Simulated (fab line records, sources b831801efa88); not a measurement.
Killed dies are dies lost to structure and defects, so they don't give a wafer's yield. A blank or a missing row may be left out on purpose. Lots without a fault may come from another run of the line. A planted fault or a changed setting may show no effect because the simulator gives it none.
Which tool did it? | flow sky130 | 11 lots, 33 wafers sampled, at 6 steps of a route of 708

WHAT THE GAUGES READ, wafer by wafer
SKY_FIELD_ISO_THK_MEAS_02.
lot  | measured    | on            | FIELD_ISO_OXIDATION_00_THK (nm)
L326 | day 1 18:25 | film_metro-04 | 12.06 12.22 11.99
L327 | day 1 22:42 | film_metro-02 | 12.11 11.95 12.08
L328 | day 2 02:38 | film_metro-04 | 12.38 12.34 12.31
L329 | day 2 08:08 | film_metro-02 | 12.20 12.14 12.20
L331 | day 2 17:38 | film_metro-04 | 12.03 12.19 12.18
L334 | day 3 09:33 | film_metro-02 | 11.91 11.86 12.09
L338 | day 4 05:12 | film_metro-02 | 12.28 12.17 12.24
L343 | day 5 05:56 | film_metro-01 | 12.16 12.33 12.30
L344 | day 5 10:56 | film_metro-01 | 12.27 12.13 12.16
L345 | day 5 15:48 | film_metro-02 | 11.94 11.98 12.14
L348 | day 6 07:57 | film_metro-04 | 12.17 12.15 12.25

SKY_NWELL_OVL_MEAS_10.
lot  | measured     | on         | NWELL_00_OVL (nm)
L326 | day 4 19:11  | overlay-01 | 1.8 0.4 -0.3
L327 | day 4 23:53  | overlay-02 | 0.6 -0.2 0.7
L328 | day 5 05:26  | overlay-02 | 0.7 0.3 1.3
L329 | day 5 12:02  | overlay-02 | 1.3 0.3 1.8
L331 | day 5 22:59  | overlay-01 | 0.6 -1.3 0.6
L334 | day 6 21:52  | overlay-02 | - - -
L338 | day 7 19:08  | overlay-01 | -1.2 1.4 1.9
L343 | day 9 00:29  | overlay-01 | -0.9 0.1 -1.8
L344 | day 9 02:50  | overlay-01 | 0.0 0.9 1.4
L345 | day 9 09:23  | overlay-01 | -0.8 -2.3 -1.3
L348 | day 10 06:47 | overlay-02 | 2.6 1.6 0.1

SKY_NWELL_TW_MEAS_15.
lot  | measured     | on            | NWELL_TW
L326 | day 4 19:47  | film_metro-02 | 1814 1809 1812
L327 | day 5 00:29  | film_metro-01 | 1804 1805 1801
L328 | day 5 06:02  | film_metro-03 | 1824 1817 1814
L329 | day 5 12:38  | film_metro-02 | 1817 1813 1807
L331 | day 5 23:35  | film_metro-03 | 1823 1818 1819
L334 | day 6 22:28  | film_metro-02 | 30 30 30
L338 | day 7 19:44  | film_metro-03 | 1807 1810 1812
L343 | day 9 01:05  | film_metro-03 | 1831 1820 1820
L344 | day 9 03:26  | film_metro-02 | 1826 1821 1818
L345 | day 9 09:58  | film_metro-01 | 1791 1806 1801
L348 | day 10 07:23 | film_metro-03 | 1825 1819 1810

SKY_NWELL_TW_MEAS_26.
lot  | measured     | on            | NWELL_2_TW
L326 | day 5 13:47  | film_metro-01 | 493.9 492.7 493.5
L327 | day 5 18:41  | film_metro-02 | 493.9 494.1 493.0
L328 | day 6 00:14  | film_metro-01 | 489.9 491.5 489.8
L329 | day 6 07:38  | film_metro-03 | 494.6 497.2 495.6
L331 | day 6 17:53  | film_metro-03 | 493.3 491.6 493.0
L334 | day 7 18:25  | film_metro-03 | 1830.3 1818.8 1824.4
L338 | day 8 15:44  | film_metro-01 | 488.8 491.0 489.5
L343 | day 9 23:14  | film_metro-01 | 490.0 488.7 491.2
L344 | day 10 01:23 | film_metro-02 | 493.1 491.8 491.9
L345 | day 10 07:50 | film_metro-01 | 494.0 491.8 495.1
L348 | day 11 06:20 | film_metro-02 | 497.1 493.9 498.0

SKY_VT_ADJUST_NCORE_OVL_MEAS_08.
lot  | measured     | on         | VT_ADJUST_NCORE_OVL (nm)
L326 | day 8 18:50  | overlay-02 | -1.9 -0.2 -0.9
L327 | day 9 00:50  | overlay-02 | 0.7 0.2 1.1
L328 | day 9 07:25  | overlay-02 | 0.2 0.9 0.0
L329 | day 9 16:07  | overlay-02 | 1.2 0.6 1.5
L331 | day 10 04:22 | overlay-01 | 2.2 1.7 0.9
L334 | day 11 10:52 | overlay-01 | -1.1 -2.5 -3.0
L338 | day 12 11:25 | overlay-02 | 0.5 2.0 0.3
L343 | day 14 00:07 | overlay-02 | 0.6 -1.7 0.5
L344 | day 14 01:54 | overlay-01 | 0.3 1.6 0.6
L345 | day 14 09:01 | overlay-01 | -0.9 -0.9 0.0
L348 | day 15 11:34 | overlay-02 | -0.6 0.5 -1.2

WHICH TOOL RAN EACH LOT (tool, then ch and the chambers of the sampled wafers, then the start)
lot  | SKY_NWELL_EXPOSE_07
L326 | iline_stepper-01 ch 0, day 4 10:34
L327 | iline_stepper-01 ch 0, day 4 15:47
L328 | iline_stepper-02 ch 0, day 4 20:58
L329 | iline_stepper-01 ch 0, day 5 03:13
L331 | iline_stepper-02 ch 0, day 5 14:16
L334 | iline_stepper-01 ch 0, day 6 12:30
L338 | iline_stepper-01 ch 0, day 7 09:37
L343 | iline_stepper-02 ch 0, day 8 14:16
L344 | iline_stepper-01 ch 0, day 8 17:44
L345 | iline_stepper-02 ch 0, day 8 22:10
L348 | iline_stepper-01 ch 0, day 9 19:53
- SKY_NWELL_EXPOSE_07: exposes mask NWM, target cd 840 nm.

WHAT THE TOOLS THEMSELVES READ (means of the sampled wafers that have a number; where no wafer has one, the mark that the record gives instead)
SKY_NWELL_EXPOSE_07.
lot  | tool             | exposure_dose_mJ_cm2
L326 | iline_stepper-01 | 254.75
L327 | iline_stepper-01 | 254.98
L328 | iline_stepper-02 | 254.86
L329 | iline_stepper-01 | 254.91
L331 | iline_stepper-02 | 254.94
L334 | iline_stepper-01 | 254.87
L338 | iline_stepper-01 | 254.69
L343 | iline_stepper-02 | 254.99
L344 | iline_stepper-01 | 255.13
L345 | iline_stepper-02 | 255.36
L348 | iline_stepper-01 | 255.12

THE ANSWER, worked out from the rows above alone
Rule: what is usual is taken from the lots themselves. Put in order of their means at a reading, lots are off if they are a third of the lots or fewer, leave a main group of 4 or more, and stand apart from it by a gap of 3 or more times the standard deviation of the main group's means; of several such gaps the widest counts. A main group whose means are all the same, to the digits that the tables above print for the reading, isn't used. A lot without any number at a reading at which 4 lots or more have one is off too. The other lots that the step has rows for count as sound. The gauges are gone through in route order, then the tools' own readings, and for those a lot's mean is taken as printed above. The first step at which some lot is off is used, and at that step the reading that is off furthest; a lot without a number counts as furthest.
Off: L334, at SKY_NWELL_OVL_MEAS_10 (NWELL_00_OVL). Without a number there: L334. The main group: mean 0.3 nm, standard deviation 0.85.
A tool fits if, at a process step before that reading, it ran every lot that is off, and no sound lot after the first of them. The gauges at SKY_NWELL_OVL_MEAS_10 aren't tried: what is off there is off at SKY_NWELL_TW_MEAS_15 too, on other tools, and a gauge's error can't cause that. None of those tried fits.

WHAT THE SIMULATOR HAD PUT IN
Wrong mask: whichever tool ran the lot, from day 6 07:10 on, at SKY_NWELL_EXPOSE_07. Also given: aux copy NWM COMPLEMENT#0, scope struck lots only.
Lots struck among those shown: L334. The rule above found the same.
